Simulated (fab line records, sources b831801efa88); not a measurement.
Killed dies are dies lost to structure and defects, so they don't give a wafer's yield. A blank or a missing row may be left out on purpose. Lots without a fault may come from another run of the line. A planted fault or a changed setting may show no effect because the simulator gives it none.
A struck lot beside a sound one | flow sky130 | 17 steps out of a route of 708
Sound: wafers L935.3, L935.5, L935.6. Struck: wafers L946.4, L946.5. (L946.6 of the same lot was not struck and is left out.) The cause comes at the end.
At each step with rows: each side's tool, then ch and its chambers, then its first start. Under that, the readings that differ: sound wafers | struck wafers | difference of the means | sigmas: that difference in standard deviations of wafers without a fault.
alike: readings whose means differ by less than 2 such deviations, and words and numbers that are the same on both sides. not compared: withheld readings, readings that some wafer has no value for, bounds like >300 that may hide the same value, and numbers for which the record gives no deviation and whose values overlap.
The two part at a step that has a row with sigmas, a row that says differs or no value, or rows on one side only. Numbers that don't overlap but have no deviation are shown without sigmas and don't part them. A reading that every wafer of one side lacks parts them only if that side has two wafers or more.

SKY_LOCAL_INTERCONNECT_RS_MEAS_01: measures by four-point-probe.
  sound on film_metro-01, day 29 22:10; struck on film_metro-02, day 33 18:55
  alike: LOCAL_INTERCONNECT_TIN_RS
SKY_LOCAL_INTERCONNECT_THK_MEAS_02: measures by xrf.
  sound on film_metro-01, day 29 22:16; struck on film_metro-02, day 33 19:00
  alike: LOCAL_INTERCONNECT_TIN_THK
then, 8 steps without rows for these wafers: SKY_LOCAL_INTERCONNECT_DEHYDRATE_03 (time 60 s); SKY_LOCAL_INTERCONNECT_HMDS_04 (prime time 60 s); SKY_LOCAL_INTERCONNECT_COAT_05 (resist thk 60 nm); SKY_LOCAL_INTERCONNECT_COAT_06 (resist thk 450 nm); SKY_LOCAL_INTERCONNECT_SOFTBAKE_07 (time 90 s); SKY_LOCAL_INTERCONNECT_EXPOSE_08 (exposes mask LI1M, target cd 170 nm); SKY_LOCAL_INTERCONNECT_PEB_09; SKY_LOCAL_INTERCONNECT_DEVELOP_10 (develop time 60 s).
SKY_LOCAL_INTERCONNECT_CD_MEAS_11: target cd 170 nm.
  sound on cd_sem-02, day 31 01:51; struck on cd_sem-02, day 34 20:52
  alike: cd_nm
SKY_LOCAL_INTERCONNECT_OVL_MEAS_12:
  sound on overlay-02, day 31 01:56; struck on overlay-01, day 34 20:57
  alike: LOCAL_INTERCONNECT_OVL
SKY_LOCAL_INTERCONNECT_ETCH_13: etches BARC in N2/H2, stops on SiO2, time 45.9 s, target depth 60 nm.
  sound on rie_metal-02 ch 1, day 31 02:01; struck on rie_metal-02 ch 1, day 34 20:59
  reading                                                   | sound             | struck      | difference | sigmas
  model.KrF-thick_of_LOCAL_INTERCONNECT_COAT_06.thk_nm (nm) | 394.1 392.2 393.5 | 368.2 368.8 | -24.8      |
  model.LOCAL_INTERCONNECT.cd_nm (nm)                       | 173.2 172.9 172.3 | 164.3 164.4 | -8.4       |
  model.SiO2_of_SONOS_ONO_CVD_04.thk_nm (nm)                | 4.218 4.126 4.131 | 3.2 3.251   | -0.9       |
  alike: drypump_motor_current_A, h2_flow_sccm, oes_product_au, throttle_valve_pct
  not compared: rf_hours_counter_h
SKY_LOCAL_INTERCONNECT_METAL_ETCH_14: etches TiN in Cl2/BCl3, stops on PSG, target depth 110 nm, time 31.4 s.
  sound on rie_metal-02 ch 1, day 31 02:08; struck on rie_metal-02 ch 1, day 34 21:03
  reading                                                   | sound           | struck      | difference | sigmas
  model.KrF-thick_of_LOCAL_INTERCONNECT_COAT_06.thk_nm (nm) | 350.6 349 350.1 | 324.2 325.2 | -25.2      |
  model.LOCAL_INTERCONNECT.cd_nm (nm)                       | 173.3 173 172.4 | 165.3 164.8 | -7.8       |
  alike: drypump_motor_current_A, oes_product_au, throttle_valve_pct
  not compared: rf_hours_counter_h
SKY_LOCAL_INTERCONNECT_STRIP_15: strips in O2/N2.
  sound on plasma_asher-03 ch 0,1, day 31 02:14; struck on plasma_asher-02 ch 0, day 34 21:07
  reading                      | sound             | struck      | difference | sigmas
  strip_time_to_endpoint_s (s) | 4.755 4.718 4.732 | 4.473 4.503 | -0.247     | -12
  alike: drypump_motor_current_A, oes_product_au
  not compared: rf_hours_counter_h
then, 1 step without rows for these wafers: SKY_LOCAL_INTERCONNECT_STRIP_16 (strips in post etch residue remover, time 1200 s).
-- the record jumps here: 14 days lie between the struck wafers' starts before and after (it left off in module LOCAL_INTERCONNECT and takes up again in module PAD_OPEN, whose first step shown is number 708 of the route) --
SKY_PAD_OPEN_PROBE_99:
  sound on prober-01, day 46 08:32; struck on prober-01, day 49 03:56
  reading                        | sound             | struck      | difference | sigmas
  killed_at_front_end            | 18 20 24          | 6 14        | -11        | -3
  model.etest.res_li.line_ohm_um | 73.89 73.78 74.32 | 77.89 77.52 | +3.71      |
  alike: killed_at_M0_to_M3, killed_at_M4_up, killed_at_contacts, killed_at_other, killed_dies, killed_open, killed_short

WHERE THEY PART
First at SKY_LOCAL_INTERCONNECT_STRIP_15; last, within this record, at SKY_PAD_OPEN_PROBE_99.

WHY: what the simulator had put in
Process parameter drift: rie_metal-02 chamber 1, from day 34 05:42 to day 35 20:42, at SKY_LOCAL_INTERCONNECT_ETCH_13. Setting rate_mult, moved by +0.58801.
